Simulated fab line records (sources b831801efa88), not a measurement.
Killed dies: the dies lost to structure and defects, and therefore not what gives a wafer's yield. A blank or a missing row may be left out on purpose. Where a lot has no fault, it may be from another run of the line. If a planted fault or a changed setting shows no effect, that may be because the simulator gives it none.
Comparing a struck lot with a sound one -- flow gf180mcu -- 17 steps out of a route of 602
Sound: the wafers L428.2, L428.4, L428.5. Wafers struck: L438.1, L438.5, L438.6. The cause comes at the end.
Order at every step that has rows: each side's tool, ch and its chambers, its first start. Under that, the readings that differ: sound wafers -- struck wafers -- difference of the means -- sigmas: that difference in standard deviations of wafers without a fault.
alike: readings whose means differ by less than 2 such deviations, and words and numbers that are the same on both sides. not compared: withheld readings, readings that some wafer has no value for, bounds like >300 that may hide the same value, and numbers for which the record gives no deviation and whose values overlap.
Wherever a step has rows on one side only, a row that says differs or no value, or a row with sigmas, the two part there. Numbers that don't overlap but have no deviation are shown without sigmas and don't part them. A reading missing from all wafers of one side parts the sides only when that side holds two or more wafers.

first, 2 steps without rows for these wafers: GF_MVPSD_IMPLANT_08; GF_MVPSD_IMPLANT_09.
GF_MVPSD_STRIP_10: strips in O2/N2.
  sound on plasma asher-02 ch 0,1, day 6 02:20; struck on plasma asher-04 ch 0,1, day 8 11:49
  alike: drypump motor current A, heater power w, oes product au, strip time to endpoint s
  not compared: rf hours counter h
GF_MVPSD_TW_MEAS_11:
  struck on film metro-04, day 8 11:55; sound on film metro-01, day 6 02:26
  alike: MVPSD_TW
then, 7 steps without rows for these wafers: GF_VT_IMPLANT_DEHYDRATE_00 (time 60 s); GF_VT_IMPLANT_HMDS_01 (prime time 60 s); GF_VT_IMPLANT_COAT_02 (resist thk 1000 nm); GF_VT_IMPLANT_SOFTBAKE_03 (time 60 s); GF_VT_IMPLANT_EXPOSE_04 (exposes mask LVPWELL LV AREA, target cd 600 nm); GF_VT_IMPLANT_PEB_05; GF_VT_IMPLANT_DEVELOP_06 (develop time 60 s).
GF_VT_IMPLANT_OVL_MEAS_07:
  struck on overlay-01, day 9 04:32; sound on overlay-01, day 6 17:33
  alike: VT_IMPLANT_OVL
GF_VT_IMPLANT_IMPLANT_08:
  sound on implanter-01 ch 0, day 6 17:36; struck on implanter-02 ch 0, day 9 04:34
reading,sound,struck,difference,sigmas
implant ion amu,49 49 49,75 75 75,+26,
model.implant.drp nm (nm),9.752 9.752 9.752,7.212 7.212 7.212,-2.540,
model.implant.rp nm (nm),16.96 16.96 16.96,15.73 15.73 15.73,-1.23,
GF_VT_IMPLANT_STRIP_09: strips in O2/N2.
  sound on plasma asher-04 ch 1, day 6 17:44; struck on plasma asher-03 ch 0,1, day 9 04:43
reading,sound,struck,difference,sigmas
heater power w (W),391 388 381,264 264 305,-109,-2
  alike: drypump motor current A, oes product au, strip time to endpoint s
  not compared: rf hours counter h
GF_VT_IMPLANT_TW_MEAS_10:
  struck on film metro-03, day 9 04:49; sound on film metro-01, day 6 17:50
reading,sound,struck,difference,sigmas
VT_IMPLANT_TW,555 557 555,921 915 916,+362,+71
then, 1 step without rows for these wafers: GF_VT_IMPLANT_DEHYDRATE_11 (time 60 s).
-- here the record skips 24 days between the struck wafers' starts before and after, leaving off in module VT_IMPLANT and picking up in module PASSIVATION (first step shown: number 602 of the route) --
GF_PASSIVATION_PROBE_99:
  only the struck wafers here have rows in the record (prober-01, day 32 23:58); the sound ones have none

== WHERE THEY PART ==
At GF_VT_IMPLANT_STRIP_09 first; at GF_PASSIVATION_PROBE_99 last (within this record only).

WHY: what the simulator had put in
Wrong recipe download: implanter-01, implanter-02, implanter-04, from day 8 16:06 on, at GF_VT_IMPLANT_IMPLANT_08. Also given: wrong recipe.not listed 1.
